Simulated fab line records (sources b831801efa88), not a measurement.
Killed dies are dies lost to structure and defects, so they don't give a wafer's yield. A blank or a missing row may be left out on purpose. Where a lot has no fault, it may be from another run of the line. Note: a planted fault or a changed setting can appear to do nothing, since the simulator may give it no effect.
fab line records | flow sky130 | part 2 of 2: steps 33 to 45 of 45
[record] lots = 5 wafers = 15 last_day = 48
route steps=708 shown VT_ADJUST_HVTP@95 VT_ADJUST_LVTN@97 VT_ADJUST_NCORE@119 VT_ADJUST_HVTR@131
lots that met no fault: taken from a fault-free run of the same line
start_h: hours from the record's opening day to when the first of the lot's shown wafers began | wait_h: hours from the lot's prior step to this one | " the same as in the row above | L1.1+2: several wafers, shown together as one row | - either no value or no given start | * or withheld: withheld | < > ~ a bound
route shown NAME@n: a module of which the file shows steps, and the number in the route of the first | usual: the fault-free wafers' mean and standard deviation | same: alike in all rows | chamber/n: place in a boat | sites: readings site by site | _std_site: standard deviation of those values | _edge_site: mean of outer sites minus mean of inner sites | radius_mm: for every site, how far away it sits from the centre of the wafer | mask NAME#n: copy n | behind: the most recent tool/chamber to have shaped the wafer | hold: the reason the lot was held/the length of the hold in hours/how it ended | device: whichever transistor did not switch (one of n, p or np) | end of line: the same wafers' tests at the end of the route | a step with no rows: only its recipe | killed: count of dies lost to structure and defects at first sort (not the wafer's yield) | map: the dies of a wafer, with x for killed, . for not killed, _ for no die there
set.NAME: setting as actually run; set.NAME@STEP: the setting as run at that earlier step | model.NAME: the simulator's own value behind a step, which no gauge read
lots seen at some steps along the route; tables by step, rows by wafer
services: from which hour (start_h, from the record's first day; less than 0 if before it) a tool's chamber was out of use, for how many hours, and why
[[steps]]
[step SKY_VT_ADJUST_NCORE_OVL_MEAS_08]
[usual] VT_ADJUST_NCORE_OVL = 0.5/1.1
// columns lot.wafer tool chamber start_h wait_h VT_ADJUST_NCORE_OVL[nm]
L075.1 overlay-01 - 183.27 0.1 1.6
L075.3 " - " " -1.4
L075.5 " - " " -0.1
L082.3 overlay-02 - 236.22 0.1 3.2
L082.4 " - " " -0.1
L082.6 " - " " 0.5
L083.1 overlay-01 - 243.12 0.1 -1.5
L083.3 " - " " -1.2
L083.4 " - " " -1.1
L084.4 overlay-01 - 250.24 0.1 2.3
L084.5 " - " " 0.0
L084.6 " - " " -0.1
L088.1 overlay-02 - 276.27 0.1 1.0
L088.3 " - " " 3.6
L088.6 " - " " 2.4
[step SKY_VT_ADJUST_NCORE_IMPLANT_09]
[recipe] species = B energy_kev = 10 dose_cm2 = 2.4e+12 tilt_deg = withheld
// columns lot.wafer tool chamber start_h wait_h
L075.1+3+5 implanter-01 0 183.30 0.0
L082.3+4+6 implanter-03 0 236.30 0.1
L083.1+3+4 implanter-04 0 243.15 0.0
L084.4+5+6 implanter-03 0 250.33 0.1
L088.1+3+6 implanter-03 0 276.30 0.0
[step SKY_VT_ADJUST_NCORE_STRIP_10]
[recipe] chemistry = O2/N2 power_w = 1400 pressure_mtorr = 1500 platen_temp_c = withheld o2_flow_sccm = 3000 n2_flow_sccm = 300 overash_fraction = 0.5
[usual] drypump_motor_current_A = 5.8/0.45 o2_flow_sccm = 3000/10 oes_product_au = 0.716/0.0048 strip_time_to_endpoint_s = 14.18/0.045
// columns lot.wafer tool chamber start_h wait_h drypump_motor_current_A o2_flow_sccm oes_product_au rf_hours_counter_h strip_time_to_endpoint_s
L075.1 plasma_asher-02 1 183.45 0.1 6.2 2990 0.712 37 14.16
L075.3 " 0 " " 5.9 2994 0.719 - 14.19
L075.5 " 1 " " 6.2 3005 0.715 - 14.19
L082.3 plasma_asher-02 1 236.43 0.1 6.2 3007 0.716 - 14.16
L082.4 " 0 " " 5.9 3004 0.719 - 14.14
L082.6 " 1 " " 6.2 3001 0.717 - 14.13
L083.1 plasma_asher-03 1 243.30 0.1 6.6 3008 0.714 57 14.20
L083.3 " 0 " " 6.1 2999 0.715 - 14.26
L083.4 " 1 " " 6.7 3012 0.716 - 14.22
L084.4 plasma_asher-04 0 250.44 0.1 5.3 2987 0.710 - 14.17
L084.5 " 1 " " 5.4 3011 0.720 - 14.15
L084.6 " 0 " " 5.3 2994 0.715 - 14.12
L088.1 plasma_asher-04 1 276.45 0.1 5.4 3006 0.718 58 14.22
L088.3 " 1 " " 5.5 3011 0.714 - 14.15
L088.6 " 1 " " 5.5 3001 0.713 - 14.19
[step SKY_VT_ADJUST_NCORE_TW_MEAS_11]
[usual] VT_ADJUST_NCORE_TW = 216.8/1.5
// columns lot.wafer tool chamber start_h wait_h VT_ADJUST_NCORE_TW
L075.1 film_metro-01 - 183.55 0.1 215.1
L075.3 " - " " 217.6
L075.5 " - " " 215.5
L082.3 film_metro-01 - 236.52 0.1 216.0
L082.4 " - " " 216.2
L082.6 " - " " 215.8
L083.1 film_metro-01 - 243.40 0.1 216.0
L083.3 " - " " 216.0
L083.4 " - " " 215.8
L084.4 film_metro-01 - 250.53 0.1 216.5
L084.5 " - " " 216.2
L084.6 " - " " 217.2
L088.1 film_metro-03 - 276.55 0.1 219.0
L088.3 " - " " 220.5
L088.6 " - " " 219.5
[step SKY_VT_ADJUST_HVTR_DEHYDRATE_00]
[recipe] temp_c = 200 time_s = 60
// columns lot.wafer tool chamber start_h wait_h
L075.1+3+5 litho_track-03 0 193.70 10.1
L082.3+4+6 litho_track-03 0 247.40 10.9
L083.1+3+4 litho_track-03 0 254.30 10.9
L084.4+5+6 litho_track-03 0 261.37 10.8
L088.1+3+6 litho_track-03 0 287.95 11.4
[step SKY_VT_ADJUST_HVTR_HMDS_01]
[recipe] prime_time_s = 60 prime_temp_c = 120
// columns lot.wafer tool chamber start_h wait_h
L075.1+3+5 litho_track-03 0 193.85 0.1
L082.3+4+6 litho_track-03 0 247.55 0.1
L083.1+3+4 litho_track-03 0 254.45 0.1
L084.4+5+6 litho_track-03 0 261.52 0.1
L088.1+3+6 litho_track-03 0 288.10 0.1
[step SKY_VT_ADJUST_HVTR_COAT_02]
[recipe] resist = NOVOLAK spin_rpm = 3000 resist_thk_nm = 1140
[usual] spin_speed_rpm = 2999.9/2.2
// columns lot.wafer tool chamber start_h wait_h spin_speed_rpm
L075.1 litho_track-03 0 194.00 0.1 3004.5
L075.3 " 0 " " 3000.3
L075.5 " 0 " " 2999.4
L082.3 litho_track-03 0 247.70 0.1 3000.1
L082.4 " 0 " " 3004.1
L082.6 " 0 " " 2998.3
L083.1 litho_track-03 0 254.60 0.1 3001.2
L083.3 " 0 " " 2997.2
L083.4 " 0 " " 3002.3
L084.4 litho_track-03 0 261.67 0.1 2997.8
L084.5 " 0 " " 3004.8
L084.6 " 0 " " 3001.8
L088.1 litho_track-03 0 288.25 0.1 3002.1
L088.3 " 0 " " 2997.9
L088.6 " 0 " " 2999.1
[step SKY_VT_ADJUST_HVTR_SOFTBAKE_03]
[recipe] temp_c = 90 time_s = 60 resist = NOVOLAK
// columns lot.wafer tool chamber start_h wait_h
L075.1+3+5 litho_track-03 0 194.15 0.1
L082.3+4+6 litho_track-03 0 247.85 0.1
L083.1+3+4 litho_track-03 0 254.75 0.1
L084.4+5+6 litho_track-03 0 261.82 0.1
L088.1+3+6 litho_track-03 0 288.40 0.1
[step SKY_VT_ADJUST_HVTR_EXPOSE_04]
[recipe] mask_id = HVTRM target_cd_nm = 380 na = 0.6 source_shape = conventional sigma_outer = 0.6 dose_mj = 150
// columns lot.wafer tool chamber start_h wait_h mask
L075.1+3+5 iline_stepper-01 0 - - HVTRM#0
L082.3+4+6 iline_stepper-01 0 - - HVTRM#0
L083.1+3+4 iline_stepper-02 0 - - HVTRM#0
L084.4+5+6 iline_stepper-01 0 - - HVTRM#0
L088.1+3+6 iline_stepper-01 0 - - HVTRM#0
[step SKY_VT_ADJUST_HVTR_PEB_05]
[recipe] temp_c = withheld time_s = * resist = NOVOLAK
// columns lot.wafer tool chamber start_h wait_h
L075.1+3+5 litho_track-02 0 - -
L082.3+4+6 litho_track-04 0 - -
L083.1+3+4 litho_track-02 0 - -
L084.4+5+6 litho_track-02 0 - -
L088.1+3+6 litho_track-04 0 - -
[step SKY_VT_ADJUST_HVTR_DEVELOP_06]
[recipe] develop_time_s = 60 dev_temp_c = 23
// columns lot.wafer tool chamber start_h wait_h
L075.1+3+5 litho_track-02 0 204.21 0.1
L082.3+4+6 litho_track-04 0 258.75 0.1
L083.1+3+4 litho_track-02 0 266.31 0.1
L084.4+5+6 litho_track-02 0 273.89 0.1
L088.1+3+6 litho_track-04 0 301.15 0.1
[step SKY_VT_ADJUST_HVTR_CD_MEAS_07]
[recipe] target_cd_nm = 380
[usual] cd_nm = 379.2/2.6
// columns lot.wafer tool chamber start_h wait_h cd_nm
L075.1 cd_sem-02 - 204.36 0.1 376.4
L075.3 " - " " 379.3
L075.5 " - " " 379.7
L082.3 cd_sem-02 - 258.89 0.1 377.4
L082.4 " - " " 378.4
L082.6 " - " " 376.2
L083.1 cd_sem-02 - 266.46 0.1 375.6
L083.3 " - " " 378.2
L083.4 " - " " 376.1
L084.4 cd_sem-01 - 274.02 0.1 377.3
L084.5 " - " " 379.8
L084.6 " - " " 377.0
L088.1 cd_sem-01 - 301.30 0.1 382.4
L088.3 " - " " 384.5
L088.6 " - " " 384.0
[step SKY_VT_ADJUST_HVTR_OVL_MEAS_08]
[usual] VT_ADJUST_HVTR_OVL = -1.0/1.6
// columns lot.wafer tool chamber start_h wait_h VT_ADJUST_HVTR_OVL[nm]
L075.1 overlay-01 - 204.48 0.1 -2.6
L075.3 " - " " -1.0
L075.5 " - " " -3.7
L082.3 overlay-01 - 258.98 0.1 0.0
L082.4 " - " " 1.0
L082.6 " - " " 1.0
L083.1 overlay-01 - 266.58 0.1 -0.5
L083.3 " - " " -0.7
L083.4 " - " " -0.6
L084.4 overlay-01 - 274.10 0.1 0.1
L084.5 " - " " 1.3
L084.6 " - " " -1.8
L088.1 overlay-02 - 301.42 0.1 -1.2
L088.3 " - " " 0.0
L088.6 " - " " -0.7
[[services]]
// columns tool chamber start_h hours kind
plasma_asher-01 - 108.75 9.0 pm
plasma_asher-01 0 108.75 9.0 vent_cycle
plasma_asher-01 1 108.75 9.0 vent_cycle
plasma_asher-01 0 117.75 - clean
plasma_asher-01 1 117.75 - clean
plasma_asher-02 - 132.73 0.6 repair
iline_stepper-01 - 141.99 8.9 pm
plasma_asher-03 - 155.52 1.0 repair
iline_stepper-02 - 158.07 1.7 pm
iline_stepper-02 0 164.88 - calibration
plasma_asher-03 - 187.46 2.8 pm
implanter-01 - 208.80 0.6 repair
implanter-03 - 210.09 16.7 pm
implanter-04 - 214.56 3.9 repair
implanter-02 - 224.44 2.4 pm
iline_stepper-01 0 254.86 - calibration
implanter-02 - 259.59 5.6 pm
implanter-04 - 264.98 2.3 repair
implanter-02 - 271.38 2.8 repair
implanter-01 - 291.30 0.9 repair
iline_stepper-01 - 291.82 17.6 repair
plasma_asher-01 - 294.21 2.9 repair
